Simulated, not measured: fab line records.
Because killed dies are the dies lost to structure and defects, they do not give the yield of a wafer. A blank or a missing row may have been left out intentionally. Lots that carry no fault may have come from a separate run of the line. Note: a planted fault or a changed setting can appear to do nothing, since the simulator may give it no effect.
The tool behind it: which one?	flow sky130	12 lots with 36 wafers sampled at 4 steps, on a route of 708 steps

## WHAT THE GAUGES READ, wafer by wafer
SKY_METAL1_CD_MEAS_15: target cd 140 nm.
lot	measured	on	cd-nm (nm)
L297	day 33 14:17	cd-sem-02	140.7 140.9 139.3
L300	day 35 06:26	cd-sem-02	139.4 140.2 138.6
L302	day 35 11:59	cd-sem-02	141.1 142.5 141.4
L306	day 36 04:51	cd-sem-01	140.6 138.4 140.1
L307	day 36 08:11	cd-sem-02	140.7 139.8 141.1
L310	day 37 11:43	cd-sem-01	140.4 138.7 138.5
L311	day 37 13:17	cd-sem-01	138.1 138.7 139.3
L314	day 39 00:55	cd-sem-02	138.1 140.5 140.5
L315	day 39 07:37	cd-sem-02	138.4 138.8 139.0
L316	day 39 15:46	cd-sem-01	139.2 136.8 138.7
L318	day 39 16:25	cd-sem-01	138.5 139.6 138.8
L319	day 40 03:24	cd-sem-02	141.1 141.4 141.5

SKY_VIA1_CD_MEAS_12: target cd 150 nm.
lot	measured	on	cd-nm (nm)
L297	day 34 18:32	cd-sem-02	149.7 150.5 150.0
L300	day 36 10:26	cd-sem-01	149.9 149.7 149.9
L302	day 36 15:29	cd-sem-01	148.6 148.8 151.7
L306	day 37 09:53	cd-sem-01	152.9 152.0 153.8
L307	day 37 12:02	cd-sem-01	14.1 128.7 46.3
L310	day 38 14:18	cd-sem-01	150.7 150.3 149.7
L311	day 38 15:48	cd-sem-02	147.9 147.4 150.1
L314	day 40 02:25	cd-sem-02	151.7 150.9 151.5
L315	day 40 09:00	cd-sem-02	148.3 150.6 149.6
L316	day 40 17:53	cd-sem-02	149.4 150.7 150.0
L318	day 40 18:53	cd-sem-02	148.2 148.4 146.7
L319	day 41 05:35	cd-sem-02	150.8 150.7 150.4

SKY_VIA1_OVL_MEAS_13.
lot	measured	on	VIA1_OVL (nm)
L297	day 34 18:37	overlay-01	8 3 7
L300	day 36 10:31	overlay-02	5 14 12
L302	day 36 15:37	overlay-02	7 12 8
L306	day 37 10:01	overlay-02	-7 2 -12
L307	day 37 12:09	overlay-02	-7 -19 -14
L310	day 38 14:24	overlay-02	-7 1 4
L311	day 38 15:55	overlay-02	11 13 17
L314	day 40 02:31	overlay-02	16 -1 5
L315	day 40 09:06	overlay-02	11 7 2
L316	day 40 18:00	overlay-01	2 11 2
L318	day 40 18:59	overlay-01	3 1 1
L319	day 41 05:41	overlay-02	1 -13 -5

## WHAT TOOL EACH LOT RAN ON (gives the tool, then ch and the chambers of the sampled wafers, and finally the start)
lot	SKY_VIA1_EXPOSE_09
L297	krf-scanner-01 ch 0, day 34 05:19
L300	krf-scanner-02 ch 0, day 35 21:25
L302	krf-scanner-01 ch 0, day 36 03:06
L306	krf-scanner-01 ch 0, day 36 20:50
L307	krf-scanner-02 ch 0, day 36 23:07
L310	krf-scanner-01 ch 0, day 38 02:11
L311	krf-scanner-01 ch 0, day 38 03:30
L314	krf-scanner-01 ch 0, day 39 15:09
L315	krf-scanner-01 ch 0, day 39 20:54
L316	krf-scanner-01 ch 0, day 40 05:19
L318	krf-scanner-02 ch 0, day 40 06:19
L319	krf-scanner-01 ch 0, day 40 18:23
- SKY_VIA1_EXPOSE_09: exposes mask VIM, target cd 150 nm.

## AS READ BY THE TOOLS THEMSELVES (means over the sampled wafers that have a number; for cases with no such wafer, the mark the record gives instead)
SKY_VIA1_EXPOSE_09.
lot	tool	exposure-dose-mJ-cm2	reticle-temp-C (C)
L297	krf-scanner-01	37.93	22.87
L300	krf-scanner-02	38.02	22.85
L302	krf-scanner-01	37.92	22.89
L306	krf-scanner-01	37.90	22.92
L307	krf-scanner-02	41.68	23.12
L310	krf-scanner-01	38.02	22.85
L311	krf-scanner-01	37.89	22.99
L314	krf-scanner-01	37.87	23.01
L315	krf-scanner-01	37.89	23.01
L316	krf-scanner-01	37.89	22.97
L318	krf-scanner-02	37.98	22.92
L319	krf-scanner-01	37.91	22.85

## THE ANSWER, worked out from the rows above alone
Rule: the usual values come from the lots themselves. Put in order of their means at a reading, lots are off if they are a third of the lots or fewer, leave a main group of 4 or more, and stand apart from it by a gap of 3 or more times the standard deviation of the main group's means; of several such gaps the widest counts. Not used: any main group whose means are identical at the precision the tables above print for the reading. A lot without any number at a reading at which 4 lots or more have one is off too. All remaining lots with rows at the step are treated as sound. First the gauges in route order, then the tools' own readings, where a lot's mean is used as printed above. The first step at which some lot is off is used, and at that step the reading that is off furthest; a lot without a number counts as furthest.
Off: L307, at SKY_VIA1_CD_MEAS_12 (cd-nm). Mean 150.0 nm and standard deviation 1.3 in the main group.
If a tool, at a process step before that reading, ran all the lots that are off and no sound lot after the first of them, it fits. Not tried: the gauges at SKY_VIA1_CD_MEAS_12; whatever is off there is also off at SKY_VIA1_EXPOSE_09, on other tools, and gauge error can't account for it. Not one of the candidates tried fits.

## WHAT THE SIMULATOR HAD PUT IN
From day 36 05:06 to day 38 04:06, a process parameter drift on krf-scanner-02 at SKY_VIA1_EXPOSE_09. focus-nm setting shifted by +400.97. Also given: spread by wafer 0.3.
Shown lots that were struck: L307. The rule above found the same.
